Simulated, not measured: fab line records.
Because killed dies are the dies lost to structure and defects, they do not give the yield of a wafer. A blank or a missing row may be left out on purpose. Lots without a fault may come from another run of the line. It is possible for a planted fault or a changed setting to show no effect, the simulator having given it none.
8D (eight disciplines) problem report, filled in by code | flow sky130 | the parts of the form that need people (team, actions taken, sign-off) are left out

1. WHAT WENT WRONG
Wafers without a fault read 119.08 s, standard deviation 0.25; run_length_s at SKY_METAL2_SOFTBAKE_11 reads a mean of 123.08 s on 9 wafers belonging to 3 lots. That puts it +16 standard deviations away from the usual mean.
The step: time 90 s.
Seen first at day 38 06:00 on litho_track-03, wafer L754.2. The record has a number at this step for 33 wafers belonging to 11 lots. Rule for "out", or "out of limits": more than 4 standard deviations from the usual mean. The other wafers with a number count as sound.

2. WHAT THIS IS AND IS NOT
question                    | is                     | is not
which readings at this step | run_length_s           | -
which lots                  | L754, L755, L756       | L743, L745, L746, L758, L760, L763, L764, L765
which wafers of those lots  | all that have a number | -
read on which tools         | litho_track-03         | litho_track-01, litho_track-04
when                        | from day 38 06:00      | up to then (9 sound wafers); but 15 sound wafers of L758, L760, L763, L764, L765 came after

3. WHAT RULES OUT EACH SUSPECT
Counting: a tool at any process step up to the reading remains a suspect when it ran all the lots that are out and ran no sound lot after the first of those.
- plasma_asher-03 at SKY_METAL1_STRIP_20 (strips in O2/N2): ruled out as a lasting fault. Sound lots L758, L765 ran on it after its first lot that is out, L754 (day 36 12:50).
- litho_track-03 at SKY_METAL2_SOFTBAKE_11 (time 90 s): kept. It processed each lot that is out, first L754 at day 38 06:00, and no sound lot thereafter; up to then, the last sound lot it processed was L746 at day 35 11:00. Out on those wafers are its own readings of run_length_s.
After counting, what remains is litho_track-03 at SKY_METAL2_SOFTBAKE_11.

4. THE CAUSE (what the simulator had put in)
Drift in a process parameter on litho_track-03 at SKY_METAL2_SOFTBAKE_11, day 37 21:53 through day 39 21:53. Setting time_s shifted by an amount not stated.
Only this tool survived the counting.

5. SEQUENCE OF EFFECTS, ordered by route
Rows list readings where the struck wafers' mean (over those with a number) sits beyond 3 standard deviations from the usual. Only readings whose record carries a usual standard deviation are examined. hours: median over the lots of the time between each lot's start at the first step of this table that gives one and its start at this step. sigmas: the change, counted in usual standard deviations.
hours | step                   | reading      | usual    | on struck wafers | change | sigmas
0     | SKY_METAL2_SOFTBAKE_11 | run_length_s | 119.08 s | 123.08           | +4.00  | +16
The process steps in it:
- SKY_METAL2_SOFTBAKE_11: time 90 s.

6. HOW IT WOULD HAVE BEEN CAUGHT EARLIER
First out-of-limits reading in this record: day 38 06:00, which is 8 hours after fault onset at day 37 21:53.
